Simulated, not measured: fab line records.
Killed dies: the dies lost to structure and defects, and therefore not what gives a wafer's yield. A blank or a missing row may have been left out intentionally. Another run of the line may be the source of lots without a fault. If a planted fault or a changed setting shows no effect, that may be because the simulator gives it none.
One fault seen from 2 desks / flow gf180mcu / every desk sees just its own numbers, and what lay behind them comes last

## AT THE TOOL OWNER'S DESK: implanter-02
For each lot that ran on this tool, the mean over its sampled wafers that have a number, from the tool's own readings at GF_LVPWELL_IMPLANT_08. Marked OUT: a lot whose mean sits more than 4 standard deviations from the usual mean, which makes it out of limits; the brackets give that distance.
Columns: A = dose-ions-cm2 at GF_LVPWELL_IMPLANT_08, usual 1.4998e+13; B = faraday-current-uA at GF_LVPWELL_IMPLANT_08, usual 84.7; C = tilt-deg at GF_LVPWELL_IMPLANT_08, usual -0.002 degrees
lot=L417; first seen here=day 3 20:49; A=1.5028e+13; B=84.6; C=-0.004
lot=L418; first seen here=day 4 02:41; A=1.5010e+13; B=83.8; C=0.004
lot=L419; first seen here=day 4 07:47; A=1.3252e+13 (-99 or more) OUT; B=75.8 (-6.0) OUT; C=0.024
lot=L423; first seen here=day 5 07:19; A=1.3230e+13 (-99 or more) OUT; B=74.8 (-6.6) OUT; C=0.018
Finding of this desk: L419, L423 out of limits; the first was L419 at day 4 07:47, on dose-ions-cm2 at GF_LVPWELL_IMPLANT_08. L417, L418: within limits.

## METROLOGY DESK
What the gauges read for every lot (on any tool): the sampled wafers with a number, averaged. Marked OUT: a lot whose mean sits more than 4 standard deviations from the usual mean, which makes it out of limits; the brackets give that distance.
Columns: A = LVPWELL_RS at GF_VT_IMPLANT_RS_MEAS_48, usual 1196 ohm/sq
lot=L417; first seen here=day 7 13:37; A=1193
lot=L418; first seen here=day 7 21:11; A=1198
lot=L419; first seen here=day 8 01:46; A=1277 (+24) OUT
lot=L423; first seen here=day 9 07:17; A=1267 (+21) OUT
lot=L425; first seen here=day 9 20:04; A=1193
lot=L426; first seen here=day 10 01:50; A=1197
lot=L428; first seen here=day 10 14:56; A=1195
lot=L431; first seen here=day 11 22:27; A=1196
lot=L435; first seen here=day 12 19:55; A=1194
lot=L436; first seen here=day 13 01:21; A=1194
lot=L438; first seen here=day 13 09:29; A=1192
lot=L440; first seen here=day 14 00:58; A=1194
Per this desk, out of limits: L419, L423; the first was L419, day 8 01:46 (LVPWELL_RS at GF_VT_IMPLANT_RS_MEAS_48). L417, L418, L425, L426, L428, L431, L435, L436, L438, L440: within limits.

## PUT TOGETHER
On L419, L423, at day 4 07:47, an alarm was possible from the tool owner's desk.
Metrology desk: alarm possible at day 8 01:46 on L419, L423.
Every lot named ran GF_LVPWELL_IMPLANT_08 on implanter-02.

## WHAT THE SIMULATOR PUT IN
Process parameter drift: implanter-02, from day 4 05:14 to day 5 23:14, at GF_LVPWELL_IMPLANT_08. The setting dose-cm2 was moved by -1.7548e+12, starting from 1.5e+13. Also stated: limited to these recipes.
Lots struck among those shown: L419, L423.
Counting hours from when the fault started, the first reading out of limits came at 3 for the tool owner's desk and at 93 for the metrology desk.
